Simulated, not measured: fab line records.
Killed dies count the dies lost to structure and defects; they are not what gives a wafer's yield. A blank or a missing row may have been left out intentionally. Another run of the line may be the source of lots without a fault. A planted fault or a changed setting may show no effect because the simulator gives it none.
fab line records	flow sky130
[record] lots = 7	wafers = 21	last_day = 50
route steps=708 shown METAL4@627 VIA4@639 PAD_OPEN@708
lots with no fault: from the same line, run without faults
start_h: start of the lot's first displayed wafer, in hours after the record's first day	wait_h: hours from the lot's prior step to this one	" unchanged from the row above	L1.1+2: a single row standing in for several wafers	- no value, or no start given	* or withheld: withheld	< > ~ a bound
route shown NAME@n: a module of which the file shows steps, and the number in the route of the first	usual: mean/standard deviation of fault-free wafers	same: alike in all rows	chamber/n: place in a boat	sites: each site's reading	_std_site: how widely they spread, as a standard deviation	_edge_site: inner sites' mean taken away from outer sites' mean	radius_mm: how far each site lies from the wafer's centre	mask NAME#n: copy n	behind: tool/chamber where the wafer was last shaped	hold: the reason the lot was held/the length of the hold in hours/how it ended	device: transistor that didn't switch, given as n, p or np	end of line: tests of these same wafers at the route's end	step lacking rows: just its recipe	killed: dies lost to structure and defects at the first sort, not the wafer's yield	map: per-die view of a wafer (x killed, . not killed, _ where there is no die)
set.NAME: the setting as run; set.NAME@STEP: as run at that earlier step	model.NAME: the simulator's own value behind a step, which no gauge read
lots at selected steps of the route; one table per step, one row per wafer
services: when a tool's chamber went out of use (start_h, in hours from the record's first day, below 0 if earlier), for how many hours, and the reason
[[steps]]
[step SKY_METAL4_PEB_11]
[recipe] peb_temp_c = withheld	peb_time_s = withheld	resist = KrF-thick
[step SKY_METAL4_DEVELOP_12]
[recipe] develop_time_s = 60	resist = KrF-thick	dev_temp_c = 21
[step SKY_METAL4_CD_MEAS_13]
[recipe] target_cd_nm = 300
[usual] cd_nm = 299.7/1.4
lot.wafer	tool	chamber	start_h	wait_h	cd_nm
L804.1	cd_sem-02	-	990.06	-	298.9
L804.2	"	-	"	"	298.3
L804.4	"	-	"	"	299.2
L805.3	cd_sem-02	-	1001.17	-	301.4
L805.5	"	-	"	"	301.4
L805.6	"	-	"	"	299.9
L806.1	cd_sem-02	-	1006.41	-	300.0
L806.4	"	-	"	"	299.2
L806.6	"	-	"	"	298.9
L807.2	cd_sem-02	-	1009.83	-	301.5
L807.3	"	-	"	"	299.8
L807.4	"	-	"	"	301.3
L819.3	cd_sem-01	-	1087.65	-	296.8
L819.4	"	-	"	"	297.8
L819.6	"	-	"	"	297.8
L820.3	cd_sem-02	-	1093.21	-	300.9
L820.4	"	-	"	"	300.8
L820.5	"	-	"	"	302.9
L825.1	cd_sem-02	-	1121.73	-	299.9
L825.5	"	-	"	"	301.0
L825.6	"	-	"	"	299.9
[step SKY_METAL4_OVL_MEAS_14]
[usual] METAL4_OVL = -3/5
lot.wafer	tool	chamber	start_h	wait_h	METAL4_OVL[nm]
L804.1	overlay-01	-	990.18	0.1	-9
L804.2	"	-	"	"	-13
L804.4	"	-	"	"	-10
L805.3	overlay-02	-	1001.26	0.1	-7
L805.5	"	-	"	"	-9
L805.6	"	-	"	"	-4
L806.1	overlay-02	-	1006.53	0.1	-7
L806.4	"	-	"	"	-1
L806.6	"	-	"	"	-6
L807.2	overlay-02	-	1009.94	0.1	-10
L807.3	"	-	"	"	-5
L807.4	"	-	"	"	-8
L819.3	overlay-02	-	1087.75	0.1	-5
L819.4	"	-	"	"	-7
L819.6	"	-	"	"	-9
L820.3	overlay-02	-	1093.30	0.1	-3
L820.4	"	-	"	"	3
L820.5	"	-	"	"	-6
L825.1	overlay-02	-	1121.85	0.1	2
L825.5	"	-	"	"	2
L825.6	"	-	"	"	-3
[step SKY_METAL4_DESCUM_15]
[recipe] chemistry = O2	source_power_w = 150	bias_power_w = 0	pressure_mtorr = 10	temp_c = 40	time_s = 8
[usual] drypump_motor_current_A = 5.6/0.34	oes_product_au = 1.005/0.01
lot.wafer	tool	chamber	start_h	wait_h	drypump_motor_current_A	oes_product_au	rf_hours_counter_h
L804.1	rie_metal-03	1	990.22	0.0	5.8	0.989	13
L804.2	"	0	"	"	5.6	1.027	22
L804.4	"	0	"	"	5.6	1.032	-
L805.3	rie_metal-03	1	1001.30	0.0	5.8	0.992	-
L805.5	"	0	"	"	5.6	1.030	-
L805.6	"	1	"	"	5.8	0.992	-
L806.1	rie_metal-01	0	1006.57	0.0	6.1	1.007	16
L806.4	"	1	"	"	5.2	0.986	-
L806.6	"	0	"	"	6.0	1.013	-
L807.2	rie_metal-03	0	1009.97	0.0	5.6	1.020	24
L807.3	"	1	"	"	5.8	0.995	-
L807.4	"	0	"	"	5.6	1.019	-
L819.3	rie_metal-03	1	1087.78	0.0	5.8	1.006	-
L819.4	"	0	"	"	5.6	1.028	-
L819.6	"	1	"	"	5.8	0.995	-
L820.3	rie_metal-04	0	1093.33	0.0	5.8	1.004	-
L820.4	"	1	"	"	5.2	1.000	-
L820.5	"	1	"	"	5.2	1.007	-
L825.1	rie_metal-04	0	1121.89	0.0	5.8	1.005	6
L825.5	"	0	"	"	5.8	1.007	-
L825.6	"	1	"	"	5.2	0.996	-
[step SKY_METAL4_ETCH_16]
[recipe] chemistry = N2/H2	target = BARC	ion_energy_ev = 200	bias_w = 100	pressure_mtorr = 30	n2_flow_sccm = 100	h2_flow_sccm = 200	icp_w = 500	stop_on = SiO2	time_s = 91.81	target_depth_a = 600
[usual] drypump_motor_current_A = 5.6/0.35	oes_product_au = 0.624/0.0042	throttle_valve_pct = 13.205/0.0094
lot.wafer	tool	chamber	start_h	wait_h	drypump_motor_current_A	oes_product_au	rf_hours_counter_h	throttle_valve_pct
L804.1	rie_metal-03	1	990.25	0.0	5.8	0.617	13	13.204
L804.2	"	0	"	"	5.6	0.618	22	13.229
L804.4	"	0	"	"	5.6	0.619	-	13.200
L805.3	rie_metal-03	1	1001.35	0.0	5.8	0.626	-	13.201
L805.5	"	0	"	"	5.6	0.621	-	13.198
L805.6	"	1	"	"	5.8	0.617	-	13.219
L806.1	rie_metal-01	0	1006.60	0.0	6.0	0.619	16	13.213
L806.4	"	1	"	"	5.1	0.622	-	13.196
L806.6	"	0	"	"	6.1	0.632	-	13.206
L807.2	rie_metal-03	0	1010.00	0.0	5.6	0.629	24	13.201
L807.3	"	1	"	"	5.8	0.622	-	13.200
L807.4	"	0	"	"	5.6	0.627	-	13.195
L819.3	rie_metal-03	1	1087.83	0.0	5.8	0.620	-	13.209
L819.4	"	0	"	"	5.6	0.621	-	13.199
L819.6	"	1	"	"	5.8	0.626	-	13.191
L820.3	rie_metal-04	0	1093.39	0.0	5.8	0.618	-	13.222
L820.4	"	1	"	"	5.2	0.624	-	13.219
L820.5	"	1	"	"	5.2	0.631	-	13.208
L825.1	rie_metal-04	0	1121.92	0.0	5.8	0.620	6	13.200
L825.5	"	0	"	"	5.8	0.633	-	13.201
L825.6	"	1	"	"	5.2	0.626	-	13.211
[step SKY_METAL4_ETCH_17]
[recipe] target = SiO2	stop_on = TiN	chemistry = C4F8/O2/Ar	source_w = 1500	bias_w = 1200	pressure_mtorr = 40	c4f8_flow_sccm = withheld	O2_flow_sccm = 6	Ar_flow_sccm = 300	time_s = 3.9	target_depth_a = 150
[step SKY_METAL4_METAL_ETCH_18]
[recipe] target_depth_a = 8450	stop_on = SiO2	over_etch_frac = 0.3	time_s = 183.1	chemistry = Cl2/BCl3	resist_sidewall_deg = 88	pressure_mtorr = 10	icp_w = 900	bias_w = 48.5	Cl2_flow_sccm = 60	bcl3_flow_sccm = 30
[usual] bcl3_flow_sccm = 30.00/0.088	drypump_motor_current_A = 5.6/0.34	mfc_cl2_sccm = 59.98/0.18	oes_product_au = 0.863/0.0072	throttle_valve_pct = 22.263/0.0096
lot.wafer	tool	chamber	start_h	wait_h	bcl3_flow_sccm	drypump_motor_current_A	mfc_cl2_sccm	oes_product_au	rf_hours_counter_h	throttle_valve_pct
L804.1	rie_metal-01	0	990.37	0.0	29.91	6.0	60.15	0.865	14	22.265
L804.2	"	1	"	"	29.93	5.1	60.02	0.857	17	22.261
L804.4	"	0	"	"	30.06	6.1	60.02	0.853	-	22.251
L805.3	rie_metal-01	0	1001.49	0.1	30.19	6.1	59.94	0.852	-	22.266
L805.5	"	1	"	"	30.03	5.1	59.84	0.863	-	22.273
L805.6	"	0	"	"	30.02	6.0	59.99	0.861	-	22.265
L806.1	rie_metal-03	0	1006.72	0.0	30.11	5.5	60.09	0.874	24	22.258
L806.4	"	1	"	"	30.13	5.8	60.06	0.864	-	22.252
L806.6	"	0	"	"	29.97	5.6	60.03	0.861	-	22.270
L807.2	rie_metal-01	0	1010.12	0.0	30.05	6.0	59.98	0.863	16	22.251
L807.3	"	0	"	"	30.03	6.0	60.11	0.861	-	22.280
L807.4	"	1	"	"	30.04	5.1	59.71	0.871	-	22.252
L819.3	rie_metal-01	0	1087.98	0.1	29.98	6.1	59.85	0.869	-	22.265
L819.4	"	1	"	"	30.09	5.1	59.95	0.862	-	22.248
L819.6	"	0	"	"	30.00	6.1	59.66	0.874	-	22.262
L820.3	rie_metal-03	1	1093.53	0.1	29.99	5.8	60.25	0.852	-	22.250
L820.4	"	0	"	"	30.06	5.6	60.17	0.862	-	22.280
L820.5	"	1	"	"	29.90	5.8	59.99	0.849	-	22.260
L825.1	rie_metal-01	1	1122.04	0.0	30.20	5.1	59.72	0.861	27	22.250
L825.5	"	1	"	"	30.13	5.1	59.82	0.856	-	22.283
L825.6	"	0	"	"	29.89	6.0	60.07	0.861	-	22.259
[step SKY_METAL4_STRIP_19]
[recipe] chemistry = O2/N2	power_w = 1400	pressure_mtorr = 1500	platen_temp_c = withheld	o2_flow_sccm = 3000	n2_flow_sccm = 300	overash_fraction = 0.5
[step SKY_METAL4_STRIP_20]
[recipe] chemistry = post_etch_residue_remover	time_s = 1200	temp_c = 72.5
[step SKY_METAL4_CLEAN_21]
[recipe] chemistry = IPA	time_s = 180	temp_c = 25
[step SKY_METAL4_CLEAN_22]
[recipe] chemistry = O3/DIW	dry = n2_spin
[step SKY_VIA4_HDPCVD_00]
[recipe] material = SiO2	target_thk_nm = 1750	sigma_open_frac = 0.3	time_s = 291.7	temp_c = 400	sih4_flow_sccm = 60	pressure_mtorr = 6
[usual] pressure_mtorr = 5.999/0.012	run_length_s = 320.0/0.64
lot.wafer	tool	chamber	start_h	wait_h	pressure_mtorr	run_length_s
L804.1	hdpcvd-01	0	991.21	0.0	-	-
L804.2	"	2	"	"	-	-
L804.4	"	1	"	"	-	-
L805.3	hdpcvd-02	1	1002.20	0.0	-	-
L805.5	"	2	"	"	-	-
L805.6	"	1	"	"	-	-
L806.1	hdpcvd-02	1	1007.49	0.0	-	-
L806.4	"	1	"	"	-	-
L806.6	"	2	"	"	-	-
L807.2	hdpcvd-01	1	1010.92	0.0	5.967	320.7
L807.3	"	2	"	"	6.002	319.6
L807.4	"	0	"	"	6.002	319.9
L819.3	hdpcvd-01	1	1088.69	0.0	5.990	320.6
L819.4	"	1	"	"	6.000	320.4
L819.6	"	0	"	"	6.017	320.4
L820.3	hdpcvd-01	2	1094.67	0.0	5.986	319.5
L820.4	"	2	"	"	5.989	318.6
L820.5	"	1	"	"	6.010	320.1
L825.1	hdpcvd-01	0	1122.81	0.0	6.022	320.1
L825.5	"	1	"	"	5.995	320.6
L825.6	"	0	"	"	6.020	319.9
[step SKY_VIA4_CMP_02]
[recipe] material = SiO2	down_force_psi = 4	platen_rpm = 60	pad_velocity_m_s = 0.94248
[usual] motor_current_A = 12.7/1.3
lot.wafer	tool	chamber	start_h	wait_h	motor_current_A
L804.2	cmp-01	3	991.45	0.0	16.4
L804.1	"	1	"	"	11.4
L804.4	"	2	"	"	11.9
L805.3	cmp-02	2	1002.44	0.0	13.8
L805.5	"	2	"	"	13.0
L805.6	"	3	"	"	13.0
L806.1	cmp-02	2	1007.73	0.1	13.6
L806.4	"	3	"	"	12.5
L806.6	"	2	"	"	13.2
L807.2	cmp-02	3	1011.21	0.1	13.1
L807.4	"	0	"	"	12.9
L807.3	"	1	"	"	11.7
L819.4	cmp-02	2	1088.93	0.0	13.2
L819.3	"	1	"	"	12.7
L819.6	"	2	"	"	13.4
L820.3	cmp-02	0	1095.27	0.4	12.5
L820.4	"	1	"	"	11.5
L820.5	"	0	"	"	12.4
L825.1	cmp-01	3	1123.21	0.2	16.9
L825.5	"	0	"	"	11.4
L825.6	"	1	"	"	11.3
[step SKY_VIA4_BOW_MEAS_03]
[recipe] mode = bow
[usual] VIA4_BOW = 78/7.4
lot.wafer	tool	chamber	start_h	wait_h	VIA4_BOW[um]
L804.1	film_metro-01	-	991.75	0.1	83
L804.2	"	-	"	"	87
L804.4	"	-	"	"	78
L805.3	film_metro-02	-	1002.78	0.3	98
L805.5	"	-	"	"	91
L805.6	"	-	"	"	95
L806.1	film_metro-03	-	1008.03	0.2	97
L806.4	"	-	"	"	108
L806.6	"	-	"	"	96
L807.2	film_metro-03	-	1011.48	0.2	88
L807.3	"	-	"	"	76
L807.4	"	-	"	"	79
L819.3	film_metro-01	-	1089.27	0.1	93
L819.4	"	-	"	"	77
L819.6	"	-	"	"	72
L820.3	film_metro-03	-	1095.61	0.3	85
L820.4	"	-	"	"	71
L820.5	"	-	"	"	89
L825.1	film_metro-03	-	1123.36	0.1	84
L825.5	"	-	"	"	82
L825.6	"	-	"	"	82
[step SKY_VIA4_DEHYDRATE_04]
[recipe] temp_c = 200	time_s = 60
[step SKY_VIA4_HMDS_05]
[recipe] prime_time_s = 60	prime_temp_c = 120
[step SKY_VIA4_COAT_06]
[recipe] resist = NOVOLAK	spin_rpm = 3000	resist_thk_nm = 1140
[step SKY_VIA4_SOFTBAKE_07]
[recipe] temp_c = 90	time_s = 60	resist = NOVOLAK
[step SKY_VIA4_EXPOSE_08]
[recipe] mask_id = VIM4	na = 0.6	source_shape = conventional	sigma_outer = 0.6	polarization = unpolarized	target_cd_nm = 800	dose_mj = 132
[step SKY_VIA4_PEB_09]
[recipe] temp_c = withheld	time_s = *	resist = NOVOLAK
[step SKY_VIA4_DEVELOP_10]
[recipe] resist = NOVOLAK	developer = TMAH	develop_time_s = 60	dev_temp_c = 23
[step SKY_VIA4_OVL_MEAS_11]
[usual] VIA4_OVL = -0.8/1.5
lot.wafer	tool	chamber	start_h	wait_h	VIA4_OVL[nm]
L804.1	overlay-01	-	1014.62	0.1	3.5
L804.2	"	-	"	"	0.9
L804.4	"	-	"	"	3.5
L805.3	overlay-01	-	1025.74	0.1	-0.2
L805.5	"	-	"	"	0.8
L805.6	"	-	"	"	2.5
L806.1	overlay-01	-	1031.22	0.1	-0.8
L806.4	"	-	"	"	-0.1
L806.6	"	-	"	"	0.3
L807.2	overlay-02	-	1034.02	0.1	-3.6
L807.3	"	-	"	"	-3.4
L807.4	"	-	"	"	-4.9
L819.3	overlay-01	-	1108.74	0.1	1.6
L819.4	"	-	"	"	0.8
L819.6	"	-	"	"	0.2
L820.3	overlay-02	-	1114.72	0.1	-0.7
L820.4	"	-	"	"	-0.5
L820.5	"	-	"	"	-0.3
L825.1	overlay-02	-	1141.81	0.1	-0.6
L825.5	"	-	"	"	-1.7
L825.6	"	-	"	"	-1.5
[step SKY_VIA4_ETCH_12]
[recipe] target = SiO2	chemistry = C4F8/O2/Ar	stop_on = TiN	mask_material = NOVOLAK	source_w = 1500	bias_w = 1200	pressure_mtorr = 40	c4f8_flow_sccm = withheld	O2_flow_sccm = 6	Ar_flow_sccm = 300	time_s = withheld	target_depth_a = 5800
[usual] oes_product_au = 0.925/0.0045
lot.wafer	tool	chamber	start_h	wait_h	oes_product_au	model.etch.depth_nm
L804.1	rie_diel-04	0	1014.65	0.0	0.368	0
L804.2	"	1	"	"	0.380	0
L804.4	"	1	"	"	0.373	0
L805.3	rie_diel-04	0	1025.76	0.0	0.381	0
L805.5	"	0	"	"	0.375	0
L805.6	"	1	"	"	0.376	0
L806.1	rie_diel-02	0	1031.25	0.0	0.378	0
L806.4	"	1	"	"	0.370	0
L806.6	"	1	"	"	0.371	0
L807.2	rie_diel-02	3	1034.05	0.0	0.927	578.1
L807.3	"	0	"	"	0.931	579.4
L807.4	"	1	"	"	0.924	580.9
L819.3	rie_diel-01	0	1108.76	0.0	0.926	580.3
L819.4	"	3	"	"	0.933	581.3
L819.6	"	3	"	"	0.923	582
L820.3	rie_diel-01	0	1114.75	0.0	0.922	582.6
L820.4	"	1	"	"	0.931	580.9
L820.5	"	2	"	"	0.920	581.6
L825.1	rie_diel-01	3	1141.85	0.0	0.920	581.9
L825.5	"	3	"	"	0.926	576.2
L825.6	"	1	"	"	0.924	578.3
[step SKY_VIA4_STRIP_13]
[recipe] chemistry = O2/N2	power_w = 1400	pressure_mtorr = 1500	platen_temp_c = withheld	o2_flow_sccm = 3000	n2_flow_sccm = 300	overash_fraction = 0.5
[usual] drypump_motor_current_A = 5.6/0.46	oes_product_au = 0.710/0.0044	strip_time_to_endpoint_s = 12.80/0.03
lot.wafer	tool	chamber	start_h	wait_h	drypump_motor_current_A	oes_product_au	rf_hours_counter_h	strip_time_to_endpoint_s
L804.1	plasma_asher-01	0	1014.72	-	5.8	0.717	95	12.86
L804.2	"	1	"	"	4.9	0.708	95	12.79
L804.4	"	1	"	"	4.9	0.708	-	12.77
L805.3	plasma_asher-01	0	1025.87	-	5.8	0.707	-	12.81
L805.5	"	1	"	"	4.9	0.719	-	12.77
L805.6	"	0	"	"	5.8	0.717	-	12.82
L806.1	plasma_asher-01	0	1031.32	-	5.8	0.709	96	12.86
L806.4	"	0	"	"	5.8	0.706	-	12.78
L806.6	"	0	"	"	5.8	0.705	-	12.80
L807.2	plasma_asher-01	0	1034.12	-	5.8	0.709	96	12.82
L807.3	"	1	"	"	4.9	0.709	-	12.80
L807.4	"	0	"	"	5.8	0.712	-	12.79
L819.3	plasma_asher-01	0	1108.87	-	5.8	0.710	-	12.80
L819.4	"	1	"	"	4.9	0.705	-	12.79
L819.6	"	1	"	"	4.9	0.707	-	12.78
L820.3	plasma_asher-02	0	1114.85	-	5.8	0.703	-	12.81
L820.4	"	1	"	"	5.1	0.713	-	12.80
L820.5	"	0	"	"	5.8	0.718	-	12.84
L825.1	plasma_asher-01	1	1141.92	-	4.9	0.706	107	12.78
L825.5	"	1	"	"	4.9	0.712	-	12.78
L825.6	"	0	"	"	5.8	0.706	-	12.84
[step SKY_PAD_OPEN_PROBE_99]
[usual] defect_limited_yield = 82.9/2	killed_at_M0_to_M3 = 43/7	killed_at_M4_up = 3.0/1.9	killed_at_contacts = 24/4.6	killed_at_front_end = 15/4.1	killed_at_other = 0.3/0.52	killed_dies = 84/9.7	killed_on_rim = 16/3.6	killed_open = 46/6.9	killed_short = 38/6.8	sort_bin_3_pad_short = 0.8/0.41	sort_bin_5_function = 10.2/1.5	sort_bin_6_memory = 6.1/1.1	sort_n_pass = 408/9.7	sort_yield_pct = 82.9/2
[same] gross_dies = 492	killed_at_back_side = 0	sort_bin_4_leakage[%] = 0	sort_bin_8_speed[%] = 0
lot.wafer	tool	chamber	start_h	wait_h	defect_limited_yield[%]	killed_at_M0_to_M3	killed_at_M4_up	killed_at_contacts	killed_at_front_end	killed_at_other	killed_dies	killed_on_rim	killed_open	killed_short	sort_bin_3_pad_short[%]	sort_bin_5_function[%]	sort_bin_6_memory[%]	sort_n_pass	sort_yield_pct[%]
L804.1	prober-01	-	1084.49	0.1	0	8	481	2	1	0	492	96	7	5	27.4	70.5	2.0	0	0
L804.2	prober-01	-	1084.54	0.1	0	14	468	3	6	1	492	96	13	13	21.5	75.6	2.8	0	0
L804.4	prober-01	-	1084.64	0.2	0	14	469	8	1	0	492	96	16	8	21.7	74.2	4.1	0	0
L805.3	prober-02	-	1094.34	0.2	0	11	476	4	1	0	492	96	8	8	21.3	75.2	3.5	0	0
L805.5	prober-02	-	1094.44	0.2	0	11	473	5	3	0	492	96	6	13	20.9	74.4	4.7	0	0
L805.6	prober-02	-	1094.49	0.2	0	5	483	3	1	0	492	96	4	6	24.8	70.9	4.3	0	0
L806.1	prober-01	-	1098.62	0.1	0	7	478	3	4	0	492	96	6	8	20.7	76.4	2.8	0	0
L806.4	prober-01	-	1098.77	0.2	0	8	479	1	4	0	492	96	7	7	24.8	72.4	2.8	0	0
L806.6	prober-01	-	1098.87	0.2	0	2	485	4	1	0	492	96	2	6	21.3	74.8	3.9	0	0
L820.3	prober-02	-	1174.88	0.2	82.1	48	2	24	14	0	88	18	51	37	1.0	11.2	5.7	404	82.1
L820.4	prober-02	-	1174.93	0.2	84.6	40	3	24	8	1	76	23	42	33	1.0	7.7	6.7	416	84.6
L820.5	prober-02	-	1174.98	0.2	82.3	46	2	28	11	0	87	14	42	45	0.6	11.4	5.7	405	82.3
// killed by level:class
L804.1 VIA4:lost_pattern=480 VIA1:geometric_particle:open=2 POLY_GATE:geometric_particle:open=1 LI_CONTACT:geometric_particle:open=1 LOCAL_INTERCONNECT:geometric_particle:short=1 METAL1:geometric_particle:open=1 VIA1:geometric_particle:short=1 VIA2:geometric_particle:open=1
L804.2 VIA4:lost_pattern=464 VIA1:geometric_particle:open=5 FIELD_ISO:geometric_particle:short=3 VIA3:geometric_particle:open=3 METAL3:geometric_particle:short=2 POLY_GATE:geometric_particle:open=2 VIA2:geometric_particle:open=2 METAL4:geometric_particle:short=2
L804.4 VIA4:lost_pattern=465 VIA1:geometric_particle:open=6 LI_CONTACT:geometric_particle:open=3 VIA4:area_hdpcvd=3 METAL1:geometric_particle:short=2 CONTACT:geometric_particle:open=2 CONTACT:geometric_particle:short=2 METAL2:geometric_particle:short=2
L805.3 VIA4:lost_pattern=474 CONTACT:geometric_particle:open=2 METAL1:geometric_particle:short=2 VIA1:geometric_particle:open=2 VIA2:geometric_particle:open=2 VIA4:area_hdpcvd=2 FIELD_ISO:geometric_particle:open=1 LI_CONTACT:geometric_particle:short=1
L805.5 VIA4:lost_pattern=473 VIA1:geometric_particle:short=4 LI_CONTACT:geometric_particle:short=2 LOCAL_INTERCONNECT:geometric_particle:short=2 VIA1:geometric_particle:open=2 VIA3:geometric_particle:open=2 FIELD_ISO:geometric_particle:short=1 POLY_GATE:geometric_particle:short=1
L805.6 VIA4:lost_pattern=481 LI_CONTACT:geometric_particle:open=2 VIA2:geometric_particle:short=2 FIELD_ISO:geometric_particle:short=1 METAL4:geometric_particle:open=1 LOCAL_INTERCONNECT:geometric_particle:short=1 VIA1:geometric_particle:short=1 VIA2:geometric_particle:open=1
L806.1 VIA4:lost_pattern=476 LI_CONTACT:geometric_particle:open=2 METAL2:geometric_particle:short=2 VIA4:area_hdpcvd=2 FIELD_ISO:geometric_particle:open=1 FIELD_ISO:geometric_particle:short=1 POLY_GATE:geometric_particle:open=1 POLY_GATE:geometric_particle:short=1
L806.4 VIA4:lost_pattern=476 VIA4:area_hdpcvd=2 FIELD_ISO:geometric_particle:open=1 FIELD_ISO:geometric_particle:short=1 POLY_GATE:geometric_particle:open=1 POLY_GATE:geometric_particle:short=1 CONTACT:geometric_particle:open=1 METAL1:geometric_particle:short=1
L806.6 VIA4:lost_pattern=484 CONTACT:geometric_particle:short=3 FIELD_ISO:geometric_particle:short=1 CONTACT:geometric_particle:open=1 METAL1:geometric_particle:short=1 VIA3:geometric_particle:open=1 METAL4:geometric_particle:short=1
L820.3 VIA2:geometric_particle:open=14 VIA1:geometric_particle:open=10 METAL1:geometric_particle:short=8 CONTACT:geometric_particle:short=8 CONTACT:geometric_particle:open=7 LI_CONTACT:geometric_particle:open=6 FIELD_ISO:geometric_particle:short=5 FIELD_ISO:geometric_particle:open=4
L820.4 LI_CONTACT:geometric_particle:open=8 VIA1:geometric_particle:open=7 CONTACT:geometric_particle:open=6 METAL2:geometric_particle:short=6 CONTACT:geometric_particle:short=5 METAL1:geometric_particle:short=5 VIA2:geometric_particle:open=5 VIA3:geometric_particle:open=5
L820.5 CONTACT:geometric_particle:open=13 VIA1:geometric_particle:open=12 CONTACT:geometric_particle:short=9 METAL1:geometric_particle:short=6 VIA1:geometric_particle:short=6 METAL2:geometric_particle:short=6 FIELD_ISO:geometric_particle:open=4 METAL3:geometric_particle:short=4
// map L804.1 (x killed, . not)
__________xxxxxxxxxx_________
________xxxxxxxxxxxxxx_______
______xxxxxxxxxxxxxxxxxx_____
_____xxxxxxxxxxxxxxxxxxxx____
____xxxxxxxxxxxxxxxxxxxxxx___
___xxxxxxxxxxxxxxxxxxxxxxxx__
__xxxxxxxxxxxxxxxxxxxxxxxxxx_
_xxxxxxxxxxxxxxxxxxxxxxxxxxxx
_xxxxxxxxxxxxxxxxxxxxxxxxxxxx
_xxxxxxxxxxxxxxxxxxxxxxxxxxxx
_xxxxxxxxxxxxxxxxxxxxxxxxxxxx
_xxxxxxxxxxxxxxxxxxxxxxxxxxxx
_xxxxxxxxxxxxxxxxxxxxxxxxxxxx
_xxxxxxxxxxxxxxxxxxxxxxxxxxxx
_xxxxxxxxxxxxxxxxxxxxxxxxxxxx
__xxxxxxxxxxxxxxxxxxxxxxxxxx_
___xxxxxxxxxxxxxxxxxxxxxxxx__
____xxxxxxxxxxxxxxxxxxxxxx___
_____xxxxxxxxxxxxxxxxxxxx____
______xxxxxxxxxxxxxxxxxx_____
________xxxxxxxxxxxxxx_______
__________xxxxxxxxxx_________
// map L805.3 (x killed, . not)
__________xxxxxxxxxx_________
________xxxxxxxxxxxxxx_______
______xxxxxxxxxxxxxxxxxx_____
_____xxxxxxxxxxxxxxxxxxxx____
____xxxxxxxxxxxxxxxxxxxxxx___
___xxxxxxxxxxxxxxxxxxxxxxxx__
__xxxxxxxxxxxxxxxxxxxxxxxxxx_
_xxxxxxxxxxxxxxxxxxxxxxxxxxxx
_xxxxxxxxxxxxxxxxxxxxxxxxxxxx
_xxxxxxxxxxxxxxxxxxxxxxxxxxxx
_xxxxxxxxxxxxxxxxxxxxxxxxxxxx
_xxxxxxxxxxxxxxxxxxxxxxxxxxxx
_xxxxxxxxxxxxxxxxxxxxxxxxxxxx
_xxxxxxxxxxxxxxxxxxxxxxxxxxxx
_xxxxxxxxxxxxxxxxxxxxxxxxxxxx
__xxxxxxxxxxxxxxxxxxxxxxxxxx_
___xxxxxxxxxxxxxxxxxxxxxxxx__
____xxxxxxxxxxxxxxxxxxxxxx___
_____xxxxxxxxxxxxxxxxxxxx____
______xxxxxxxxxxxxxxxxxx_____
________xxxxxxxxxxxxxx_______
__________xxxxxxxxxx_________
[[services]]
tool	chamber	start_h	hours	kind
rie_metal-03	1	971.58	15.1	repair
hdpcvd-01	0	972.14	4.9	repair
rie_diel-02	3	975.16	3.4	repair
rie_metal-04	-	975.46	55.4	repair
rie_diel-04	3	986.26	12.3	repair
cmp-02	-	989.56	0.9	repair
rie_diel-02	-	998.45	2.8	pm
rie_diel-04	2	1007.67	28.8	repair
plasma_asher-01	-	1027.94	0.9	repair
cmp-02	-	1048.19	5.5	pm
cmp-01	-	1060.54	0.8	repair
plasma_asher-01	-	1073.74	2.8	pm
cmp-02	-	1084.19	4.0	pm
cmp-01	-	1089.70	19.4	repair
cmp-01	-	1098.75	1.9	repair
plasma_asher-02	-	1099.79	14.6	pm
rie_diel-02	1	1100.63	3.1	repair
rie_metal-03	0	1112.81	-	clean
rie_metal-03	0	1112.81	18.1	scheduled_down
rie_metal-03	0	1112.81	18.1	vent_cycle
rie_diel-02	1	1116.18	11.5	repair
cmp-01	-	1127.87	3.1	repair
rie_diel-01	0	1137.39	25.3	repair
rie_diel-04	-	1138.64	2.7	repair
[[key]]
[first_sign] step = SKY_VIA4_HDPCVD_00	reading = tool_record	direction = missing
[effect] step = SKY_VIA4_BOW_MEAS_03	reading = VIA4_BOW	direction = up	sigmas = 1.9	usual = 78	struck = 92	wafers_moved = 4
[effect] step = SKY_VIA4_ETCH_12	reading = oes_product_au	direction = down	sigmas = 99+	usual = 0.925	struck = 0.375
[effect] step = SKY_PAD_OPEN_PROBE_99	reading = killed_at_M4_up	direction = up	sigmas = 99+	usual = 3.0	struck = 476.9
[model_effect] step = SKY_VIA4_ETCH_12	value = etch.depth_nm	without = 579.6	struck = 0
met_at SKY_VIA4_HDPCVD_00
struck_wafers L804.1,L804.2,L804.4,L805.3,L805.5,L805.6,L806.1,L806.4,L806.6
later_rows_left_out L804.1,L804.2,L804.4,L805.3,L805.5,L805.6,L806.1,L806.4,L806.6
[fault] kind = skipped_step_whole	tool = hdpcvd-01,hdpcvd-02	chamber = -	onset_h = 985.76	steps = SKY_VIA4_HDPCVD_00	scope = struck_lots_only
// later_rows_left_out: the simulator's readings of these wafers behind a module that went badly wrong aren't trusted and aren't shown, but for the sort
